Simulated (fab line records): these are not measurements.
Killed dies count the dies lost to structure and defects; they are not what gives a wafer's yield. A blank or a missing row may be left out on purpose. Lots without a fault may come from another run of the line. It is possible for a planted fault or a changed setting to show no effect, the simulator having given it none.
A lot that was struck, set against a sound lot -- flow sfq_line -- 25 out of 325 route steps
Sound: the wafers L812.1, L812.2, L812.4. Struck: wafer L815.2. (L815.1, L815.3 of the same lot were not struck and are left out.) The cause comes at the end.
At each step with rows: each side's tool, then ch and its chambers, then its first start. Under that, the readings that differ: sound wafers -- struck wafers -- difference of the means -- sigmas: that difference in standard deviations of wafers without a fault.
alike: same words and numbers on both sides, and readings whose means sit less than 2 such deviations apart. not compared: any withheld reading, any reading some wafer has no value for, any bound like >300 that may hide the same value, and any number with overlapping values for which the record gives no deviation.
A row with sigmas, a row that says differs or no value, or rows on one side alone: a step with any of these is where the two part. Non-overlapping numbers with no deviation appear without sigmas and do not part them. Lack of a reading on every wafer of one side parts them only where that side has two or more wafers.

first, 6 steps without rows for these wafers: SFQ_TRILAYER_M7_LITHO_COAT_182 (resist thk 62 nm); SFQ_TRILAYER_M7_LITHO_COAT_177 (resist thk 600 nm); SFQ_TRILAYER_M7_LITHO_SOFTBAKE_181; SFQ_TRILAYER_M7_LITHO_EXPOSE_178 (exposes mask M7, target cd 500 nm); SFQ_TRILAYER_M7_LITHO_PEB_180 (peb time 60 s); SFQ_TRILAYER_M7_LITHO_DEVELOP_179 (time 60 s).
SFQ_M7_OVL_MEAS_945:
  sound on overlay-01, day 74 03:13; struck on overlay-01, day 77 05:38
  alike: M7_OVL
SFQ_TRILAYER_M7_BARC_OPEN_METAL_ETCH_229: etches BARC in O2, target depth 125 nm, time 41.7 s.
  sound on rie_metal-01 ch 0,1, day 74 03:15; struck on rie_metal-04 ch 1, day 77 05:41
  alike: bias_w, drypump_motor_current_A, oes_product_au
  not compared: rf_hours_counter_h
SFQ_TRILAYER_M7_ETCH_METAL_ETCH_180: etches Nb in Cl2/Ar, stops on SiO2, target depth 240 nm, time 120 s.
  sound on rie_metal-01 ch 0,1, day 74 03:19; struck on rie_metal-04 ch 1, day 77 05:44
reading,sound,struck,difference,sigmas
bias_w (W),79.75 79.96 79.98,80.38,+0.48,+2
  alike: drypump_motor_current_A, oes_product_au
  not compared: rf_hours_counter_h
SFQ_TRILAYER_M7_STRIP_STRIP_181: strips in O2.
  sound on rie_metal-01 ch 0,1, day 74 03:26; struck on rie_metal-04 ch 1, day 77 05:52
reading,sound,struck,difference,sigmas
oes_product_au (a.u.),0.997 1.007 1.001,0.985,-0.017,-2
  alike: drypump_motor_current_A
  not compared: rf_hours_counter_h
then, 1 step without rows for these wafers: SFQ_TRILAYER_M7_STRIP_SOLV_CLEAN_182 (cleans in NMP, time 600 s).
SFQ_TRILAYER_I7_DEP_PECVD_183: deposits SiO2 from SiH4/N2O, time 111.11 s, target thk 500 nm.
  sound on pecvd-01 ch 0,1,2, day 74 04:13; struck on pecvd-04 ch 0, day 77 06:38
reading,sound,struck,difference,sigmas
throttle_valve_pct (%),23.5 19.1 23.0,28.7,+6.8,+3
  alike: chamber_pressure_Torr, heater_power_w
SFQ_TRILAYER_I7_CMP_CMP_184: polishes SiO2.
  sound on cmp-02 ch 0,1,2, day 74 06:16; struck on cmp-01 ch 0, day 77 06:43
reading,sound,struck,difference,sigmas
time_to_endpoint_s (s),203 203 215,188,-19,-3
model.SiO2_of_TRILAYER_I7_DEP_PECVD_183.thk_nm (nm),198.8 199.5 200,220.3,+20.9,
  alike: motor_current_A
SFQ_I7_BOW_MEAS_946:
  sound on film_metro-02, day 74 09:16; struck on film_metro-02, day 77 09:43
  alike: I7_BOW
SFQ_TRILAYER_I7_METRO_MEASURE_185:
  sound on film_metro-02, day 74 09:23; struck on film_metro-02, day 77 09:50
reading,sound,struck,difference,sigmas
thk_nm (nm),198.7 199.4 200.0,220.4,+21.0,+22
then, 6 steps without rows for these wafers: SFQ_TRILAYER_I7_VIA_LITHO_COAT_192 (resist thk 62 nm); SFQ_TRILAYER_I7_VIA_LITHO_COAT_187 (resist thk 650 nm); SFQ_TRILAYER_I7_VIA_LITHO_SOFTBAKE_191; SFQ_TRILAYER_I7_VIA_LITHO_EXPOSE_188 (exposes mask I7, target cd 1000 nm); SFQ_TRILAYER_I7_VIA_LITHO_PEB_190 (peb time 60 s); SFQ_TRILAYER_I7_VIA_LITHO_DEVELOP_189 (time 60 s).
SFQ_I7_OVL_MEAS_947:
  sound on overlay-01, day 74 12:50; struck on overlay-02, day 77 14:17
  alike: I7_OVL
SFQ_TRILAYER_I7_VIA_BARC_OPEN_VIA_ETCH_260: etches BARC in O2, target depth 125 nm, time 41.7 s.
  sound on rie_diel-03 ch 0,1,2, day 74 12:52; struck on rie_diel-01 ch 2, day 77 14:20
  alike: bias_w, drypump_motor_current_A, oes_product_au
  not compared: rf_hours_counter_h
SFQ_TRILAYER_I7_VIA_ETCH_VIA_ETCH_190: etches SiO2 in CHF3, stops on Nb, target depth 260 nm.
  sound on rie_diel-03 ch 0,1,2, day 74 12:55; struck on rie_diel-01 ch 2, day 77 14:22
reading,sound,struck,difference,sigmas
oes_product_au (a.u.),0.854 0.845 0.851,0.906,+0.056,+11
model.I7.feature_depth_nm (nm),198.8 199.5 200,220.3,+20.9,
model.etch.depth_nm (nm),198.8 199.5 200,220.3,+20.9,
  alike: bias_w, drypump_motor_current_A
then, 1 step without rows for these wafers: SFQ_TRILAYER_I7_VIA_STRIP_STRIP_191 (strips in O2).

## WHERE THEY PART
First at SFQ_TRILAYER_M7_ETCH_METAL_ETCH_180; last, within this record, at SFQ_TRILAYER_I7_VIA_ETCH_VIA_ETCH_190.

WHY: the cause the simulator had injected
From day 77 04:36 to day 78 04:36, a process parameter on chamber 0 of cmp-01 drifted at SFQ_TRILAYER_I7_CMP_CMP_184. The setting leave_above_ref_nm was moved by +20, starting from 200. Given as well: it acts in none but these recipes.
